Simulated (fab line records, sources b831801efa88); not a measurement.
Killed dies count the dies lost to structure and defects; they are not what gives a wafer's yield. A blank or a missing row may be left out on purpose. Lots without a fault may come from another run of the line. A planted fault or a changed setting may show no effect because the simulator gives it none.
Chamber matching	flow sky130	pecvd-02 running SKY_CAPM_CVD_00: 3 sister chambers
The step deposits SiO2, target thk 15.5 nm. 6 wafers are shown with their chamber, then 8 later ones without.

WAFERS PAIRED WITH THEIR CHAMBERS
wafer	chamber	heater-power-w (W)	heater-power-outer-w (W)
L086.2	1	874	509
L086.3	2	690	390
L093.1	0	648	329
L093.2	2	645	359
L093.6	1	930	552
L095.1	0	717	393

WAFERS WITH NO CHAMBER GIVEN
wafer	heater-power-w (W)	heater-power-outer-w (W)
L095.2	711	416
L095.5	692	393
L094.2	574	304
L094.3	697	403
L094.5	583	297
L097.1	651	352
L097.2	723	420
L097.6	733	438

THE CHAMBER EACH PASSED THROUGH
wafer	from the rows above	in truth
L095.2	can't be placed: 2 or 0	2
L095.5	can't be placed: 2 or 0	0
L094.2	can't be placed: 2 or 0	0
L094.3	can't be placed: 2 or 0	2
L094.5	can't be placed: 2 or 0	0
L097.1	can't be placed: 2 or 0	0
L097.2	can't be placed: 2 or 0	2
L097.6	can't be placed: 2 or 0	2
Correctly placed: 0 of 8. Cannot be placed on the basis of these rows: 8; the candidates contain the true chamber in 8. Number placed wrongly: 0.
How it was worked out, from the rows above alone: a wafer's distance from a chamber is the root of the sum, over the readings, of the square of ((its reading less the chamber's mean) divided by the reading's scatter). The wafer belongs to the nearest chamber; if the next one is less than 2 further off, it can't be placed. For every chamber, the mean is computed from those of its wafers that are shown. The scatter is the square root of a quotient: the sum, over the shown wafers, of each reading's squared deviation from its chamber's mean, divided by wafers minus chambers.
